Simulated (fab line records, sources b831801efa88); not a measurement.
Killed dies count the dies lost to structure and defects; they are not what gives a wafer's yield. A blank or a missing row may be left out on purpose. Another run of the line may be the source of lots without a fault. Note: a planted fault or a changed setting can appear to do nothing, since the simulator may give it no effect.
Struck lot and sound lot, side by side ; flow gf180mcu ; 16 out of 602 route steps
Sound: wafers L785.3, L785.4, L785.5. Struck: wafer L792.6. (L792.5 of the same lot was not struck and is left out.) The cause comes at the end.
Per side, at each step with rows, come the tool, then ch with its chambers, and then its first start. Under that, the readings that differ: sound wafers ; struck wafers ; difference of the means ; sigmas: that difference in standard deviations of wafers without a fault.
alike: a reading whose means differ by less than 2 such deviations, as well as words and numbers matching on both sides. not compared: withheld readings; readings where some wafer has no value; bounds like >300 that might hide an equal value; numbers whose values overlap and for which the record gives no deviation.
The two part at a step that has a row with sigmas, a row that says differs or no value, or rows on one side only. When numbers do not overlap yet have no deviation, they are printed without sigmas and do not part them. A reading that every wafer of one side lacks parts them only if that side has two wafers or more.

first, 1 step without rows for these wafers: GF_STI_OXIDATION_01 (stabilise 600 s, purge 300 s, target thk 10 nm).
GF_STI_THK_MEAS_02:
  struck on filmMetro-01, day 3 08:33; sound on filmMetro-04, day 1 22:05
  alike: STI_OXIDATION_THK
then, 1 step without rows for these wafers: GF_STI_CVD_03 (deposits Si3N4 from DCS/NH3, target thk 207.16 nm, time 3551 s).
GF_STI_THK_MEAS_04:
  struck on filmMetro-04, day 3 10:36; sound on filmMetro-01, day 2 00:08
reading;sound;struck;difference;sigmas
STI_CVD_03_THK (nm);207.6 206.5 207.9;210.6;+3.3;+2
then, 7 steps without rows for these wafers: GF_STI_DEHYDRATE_05 (time 60 s); GF_STI_HMDS_06 (prime time 60 s); GF_STI_COAT_07 (resist thk 700 nm); GF_STI_SOFTBAKE_08 (time 60 s); GF_STI_EXPOSE_09 (exposes mask COMP, target cd 220 nm); GF_STI_PEB_10 (peb time 90 s); GF_STI_DEVELOP_11 (develop time 60 s).
GF_STI_CD_MEAS_12: the cd target is 220 nm.
  struck on cdSem-01, day 3 23:59; sound on cdSem-01, day 2 12:06
  alike: cdNm
GF_STI_ETCH_13: etches the open film in CHF3/O2, stops on Si, target depth 282.31 nm, time 112.9 s.
  sound on rieDiel-03 ch 0,1,3, day 2 12:11; struck on rieDiel-02 ch 0, day 4 00:04
reading;sound;struck;difference;sigmas
oesProductAu (a.u.);0.834 0.828 0.834;0.850;+0.018;+3
overEtchFrac;0.3 0.3 0.3;0.27577;-0.02423;
model.KrF_of_STI_COAT_07.thkNm (nm);438.2 439.3 440.7;444.9;+5.5;
  alike: drypumpMotorCurrentA, throttleValvePct
  not compared: rfHoursCounterH
GF_STI_ETCH_14: etches Si in HBr/Cl2/O2, target depth 360 nm, time 102.9 s.
  sound on rieSi-01 ch 1,2,3, day 2 12:16; struck on rieSi-01 ch 1, day 4 00:08
reading;sound;struck;difference;sigmas
model.KrF_of_STI_COAT_07.thkNm (nm);317.7 320.1 319.9;324.7;+5.5;
  alike: drypumpMotorCurrentA, oesProductAu, throttleValvePct
  not compared: rfHoursCounterH
GF_STI_STRIP_15: strips in O2/N2.
  sound on plasmaAsher-02 ch 0,1, day 2 12:22; struck on plasmaAsher-02 ch 0, day 4 00:14
reading;sound;struck;difference;sigmas
oesProductAu (a.u.);0.379 0.381 0.381;0.395;+0.015;+3
  alike: drypumpMotorCurrentA, heaterPowerW, platenTempC, stripTimeToEndpointS
  not compared: rfHoursCounterH
-- the record jumps here: 28 days lie between the struck wafers' starts before and after (it left off in module STI and takes up again in module PASSIVATION, whose first step shown is number 602 of the route) --
GF_PASSIVATION_PROBE_99:
  rows exist in the record for the struck wafers here (prober-01, day 32 06:53), but not for the sound ones

WHERE THEY PART
At GF_STI_THK_MEAS_04 first; at GF_PASSIVATION_PROBE_99 last (within this record only).

WHY: whatever the simulator had introduced
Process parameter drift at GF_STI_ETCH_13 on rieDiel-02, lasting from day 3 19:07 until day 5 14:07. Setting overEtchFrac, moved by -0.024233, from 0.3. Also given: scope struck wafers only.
